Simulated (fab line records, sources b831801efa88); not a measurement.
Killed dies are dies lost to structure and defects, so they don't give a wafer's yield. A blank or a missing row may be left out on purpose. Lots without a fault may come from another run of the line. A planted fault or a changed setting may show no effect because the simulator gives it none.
A struck lot beside a sound one | flow sky130 | 24 steps out of a route of 708
Sound: wafers L127.1, L127.4, L127.5. Struck: wafers L142.3, L142.4, L142.5. The cause comes at the end.
At each step with rows: each side's tool, then ch and its chambers, then its first start. Under that, the readings that differ: sound wafers | struck wafers | difference of the means | sigmas: that difference in standard deviations of wafers without a fault.
alike: readings whose means differ by less than 2 such deviations, and words and numbers that are the same on both sides. not compared: withheld readings, readings that some wafer has no value for, bounds like >300 that may hide the same value, and numbers for which the record gives no deviation and whose values overlap.
The two part at a step that has a row with sigmas, a row that says differs or no value, or rows on one side only. Numbers that don't overlap but have no deviation are shown without sigmas and don't part them. A reading that every wafer of one side lacks parts them only if that side has two wafers or more.

first, 8 steps without rows for these wafers: SKY_RES_XHIGH_DEHYDRATE_00 (time 60 s); SKY_RES_XHIGH_HMDS_01 (prime time 60 s); SKY_RES_XHIGH_COAT_02 (resist thk 1140 nm); SKY_RES_XHIGH_SOFTBAKE_03 (time 60 s); SKY_RES_XHIGH_EXPOSE_04 (exposes mask URPM, target cd 1270 nm); SKY_RES_XHIGH_PEB_05; SKY_RES_XHIGH_DEVELOP_06 (develop time 60 s); SKY_RES_XHIGH_IMPLANT_07.
SKY_RES_XHIGH_STRIP_08: strips in O2/N2.
  sound on plasma_asher-04 ch 0,1, day 28 14:04; struck on plasma_asher-02 ch 0,1, day 33 05:48
  alike: drypump_motor_current_A, oes_product_au, strip_time_to_endpoint_s
  not compared: rf_hours_counter_h
SKY_RES_XHIGH_TW_MEAS_09:
  sound on film_metro-03, day 28 14:10; struck on film_metro-04, day 33 05:53
  alike: RES_XHIGH_TW
then, 2 steps without rows for these wafers: SKY_SD_N_DEHYDRATE_00 (time 60 s); SKY_SD_N_HMDS_01 (prime time 60 s).
SKY_SD_N_COAT_02: resist thk 1140 nm.
  sound on litho_track-03 ch 0, day 29 04:16; struck on litho_track-04 ch 0, day 33 19:01
  reading                                   | sound          | struck         | difference | sigmas
  model.NOVOLAK_of_SD_N_COAT_02.thk_nm (nm) | 1139 1137 1141 | 1084 1086 1087 | -53        |
  alike: exhaust_pa, resist_line_temp_C, spin_speed_rpm
then, 3 steps without rows for these wafers: SKY_SD_N_SOFTBAKE_03 (time 60 s); SKY_SD_N_EXPOSE_04 (exposes mask NSDM, target cd 380 nm); SKY_SD_N_PEB_05.
SKY_SD_N_DEVELOP_06: develop time 60 s.
  sound on litho_track-03 ch 0, day 29 18:31; struck on litho_track-01 ch 0, day 34 08:44
  reading                                   | sound          | struck         | difference | sigmas
  exhaust_pa (Pa)                           | 44.7 45.3 46.3 | 42.6 43.5 43.4 | -2.3       | -3
  model.NOVOLAK_of_SD_N_COAT_02.thk_nm (nm) | 1138 1136 1141 | 1084 1086 1086 | -53        |
  alike: developer_temp_C, resist_line_temp_C
SKY_SD_N_CD_MEAS_07: target cd 380 nm.
  sound on cd_sem-01, day 29 18:40; struck on cd_sem-01, day 34 08:53
  alike: cd_nm
SKY_SD_N_OVL_MEAS_08:
  sound on overlay-02, day 29 18:47; struck on overlay-02, day 34 08:58
  alike: SD_N_OVL
then, 2 steps without rows for these wafers: SKY_SD_N_IMPLANT_09; SKY_SD_N_IMPLANT_10.
SKY_SD_N_STRIP_11: strips in O2/N2.
  sound on plasma_asher-03 ch 0,1, day 29 19:08; struck on plasma_asher-03 ch 0,1, day 34 09:20
  reading                      | sound             | struck            | difference | sigmas
  strip_time_to_endpoint_s (s) | 22.53 22.50 22.55 | 21.92 21.92 21.96 | -0.59      | -16
  alike: drypump_motor_current_A, oes_product_au
  not compared: rf_hours_counter_h
SKY_SD_N_TW_MEAS_12:
  sound on film_metro-04, day 29 19:14; struck on film_metro-03, day 34 09:25
  alike: SD_N_TW
then, 1 step without rows for these wafers: SKY_PAD_OPEN_PROBE_99.

WHERE THEY PART
First at SKY_SD_N_DEVELOP_06; last, within this record, at SKY_SD_N_STRIP_11. Later steps at which nothing parts them and some readings are alike: SKY_SD_N_TW_MEAS_12.

WHY: what the simulator had put in
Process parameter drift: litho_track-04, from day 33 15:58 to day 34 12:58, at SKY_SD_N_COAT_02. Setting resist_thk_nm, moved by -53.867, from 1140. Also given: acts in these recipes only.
